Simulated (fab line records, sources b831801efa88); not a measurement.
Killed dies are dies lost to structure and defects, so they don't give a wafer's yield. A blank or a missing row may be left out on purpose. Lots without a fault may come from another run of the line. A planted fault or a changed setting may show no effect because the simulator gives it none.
A struck lot beside a sound one | flow sky130 | 32 steps out of a route of 708
Sound: wafers L758.2, L758.3, L758.6. Struck: wafers L766.1, L766.3, L766.4. The cause comes at the end.
At each step with rows: each side's tool, then ch and its chambers, then its first start. Under that, the readings that differ: sound wafers | struck wafers | difference of the means | sigmas: that difference in standard deviations of wafers without a fault.
alike: readings whose means differ by less than 2 such deviations, and words and numbers that are the same on both sides. not compared: withheld readings, readings that some wafer has no value for, bounds like >300 that may hide the same value, and numbers for which the record gives no deviation and whose values overlap.
The two part at a step that has a row with sigmas, a row that says differs or no value, or rows on one side only. Numbers that don't overlap but have no deviation are shown without sigmas and don't part them. A reading that every wafer of one side lacks parts them only if that side has two wafers or more.

SKY_PWDE_OVL_MEAS_07:
  sound on overlay-02, day 6 15:29; struck on overlay-02, day 8 14:36
  alike: PWDE_OVL
then, 1 step without rows for these wafers: SKY_PWDE_IMPLANT_08.
SKY_PWDE_STRIP_09: strips in O2/N2.
  sound on plasma_asher-02 ch 0,1, day 6 15:40; struck on plasma_asher-02 ch 0,1, day 8 14:47
  alike: drypump_motor_current_A, o2_flow_sccm, oes_product_au, strip_time_to_endpoint_s
  not compared: rf_hours_counter_h
SKY_PWDE_TW_MEAS_10:
  sound on film_metro-03, day 6 15:47; struck on film_metro-02, day 8 14:53
  alike: PWDE_TW
then, 7 steps without rows for these wafers: SKY_NWELL_DEHYDRATE_03 (time 60 s); SKY_NWELL_HMDS_04 (prime time 60 s); SKY_NWELL_COAT_05 (resist thk 3000 nm); SKY_NWELL_SOFTBAKE_06; SKY_NWELL_EXPOSE_07 (exposes mask NWM, target cd 840 nm); SKY_NWELL_PEB_08; SKY_NWELL_DEVELOP_09 (develop time 60 s).
SKY_NWELL_OVL_MEAS_10:
  sound on overlay-02, day 7 11:13; struck on overlay-01, day 9 11:48
  alike: NWELL_00_OVL
SKY_NWELL_IMPLANT_11:
  sound on implanter-03 ch 0, day 7 11:17; struck on implanter-01 ch 0, day 9 11:50
  alike: end_station_pressure_torr
then, 2 steps without rows for these wafers: SKY_NWELL_IMPLANT_12; SKY_NWELL_IMPLANT_13.
SKY_NWELL_STRIP_14: strips in O2/N2.
  sound on plasma_asher-03 ch 0,1, day 7 11:42; struck on plasma_asher-03 ch 0,1, day 9 12:17
  alike: drypump_motor_current_A, o2_flow_sccm, oes_product_au, strip_time_to_endpoint_s
  not compared: rf_hours_counter_h
SKY_NWELL_TW_MEAS_15:
  sound on film_metro-03, day 7 11:49; struck on film_metro-02, day 9 12:23
  reading  | sound          | struck         | difference | sigmas
  NWELL_TW | 1826 1828 1825 | 1772 1762 1756 | -63        | -4
then, 7 steps without rows for these wafers: SKY_NWELL_DEHYDRATE_16 (time 60 s); SKY_NWELL_HMDS_17 (prime time 60 s); SKY_NWELL_COAT_18 (resist thk 3000 nm); SKY_NWELL_SOFTBAKE_19; SKY_NWELL_EXPOSE_20 (exposes mask NWM COMPLEMENT, target cd 840 nm); SKY_NWELL_PEB_21; SKY_NWELL_DEVELOP_22 (develop time 60 s).
SKY_NWELL_OVL_MEAS_23:
  sound on overlay-02, day 8 07:25; struck on overlay-02, day 10 10:44
  alike: NWELL_01_OVL
then, 1 step without rows for these wafers: SKY_NWELL_IMPLANT_24.
SKY_NWELL_STRIP_25: strips in O2/N2.
  sound on plasma_asher-02 ch 0,1, day 8 07:35; struck on plasma_asher-03 ch 0,1, day 10 10:55
  alike: drypump_motor_current_A, o2_flow_sccm, oes_product_au, strip_time_to_endpoint_s
  not compared: rf_hours_counter_h
SKY_NWELL_TW_MEAS_26:
  sound on film_metro-02, day 8 07:42; struck on film_metro-02, day 10 11:01
  alike: NWELL_2_TW
then, 1 step without rows for these wafers: SKY_NWELL_CLEAN_27 (cleans in SC1/SC2, time 150 s).
SKY_NWELL_RTA_28: time 30 s.
  sound on rtp_anneal-02 ch 0, day 8 07:49; struck on rtp_anneal-01 ch 0, day 10 11:08
  alike: lamp_power_pct, wafer_temp_C_max
SKY_NWELL_RS_MEAS_29: measures by four-point-probe.
  sound on film_metro-03, day 8 07:55; struck on film_metro-04, day 10 11:35
  reading           | sound             | struck            | difference | sigmas
  NWELL_RS (ohm/sq) | 625.9 627.4 627.7 | 649.0 648.6 647.5 | +21.4      | +11
  not compared: hold
-- the record jumps here: 40 days lie between the struck wafers' starts before and after (it left off in module NWELL and takes up again in module PAD_OPEN, whose first step shown is number 708 of the route) --
SKY_PAD_OPEN_PROBE_99:
  sound on prober-02, day 48 20:22; struck on prober-02, day 50 11:56
  reading                                         | sound                         | struck                        | difference | sigmas
  killed_at_M4_up                                 | 6 5 8                         | 2 1 2                         | -5         | -2
  model.etest.nfet_16v.r_on_ohm_um                | 1.428e+04 1.417e+04 1.418e+04 | 1.438e+04 1.444e+04 1.441e+04 | +2.000e+02 |
  model.etest.res_nwell.line_ohm_um               | 1128 1147 1158                | 1252 1239 1222                | +93        |
  model.etest.res_nwell.rs_ohm_sq                 | 925.4 950.4 958.9             | 1042 1016 1017                | +80        |
  model.etest.res_nwell.rs_ohm_sq_range           | 17.04 17.27 28.15             | 72.74 61.94 77.23             | +49.82     |
  model.etest.res_nwell.rs_ohm_sq_rim_less_centre | -3.528 13.16 21.79            | -23.03 -14.22 -19.46          | -29.38     |
  alike: killed_at_M0_to_M3, killed_at_contacts, killed_at_front_end, killed_at_other, killed_dies, killed_open, killed_short
  not compared: model.etest.pfet_01v8_lvt.vt_v_range

WHERE THEY PART
First at SKY_NWELL_TW_MEAS_15; last, within this record, at SKY_PAD_OPEN_PROBE_99.

WHY: what the simulator had put in
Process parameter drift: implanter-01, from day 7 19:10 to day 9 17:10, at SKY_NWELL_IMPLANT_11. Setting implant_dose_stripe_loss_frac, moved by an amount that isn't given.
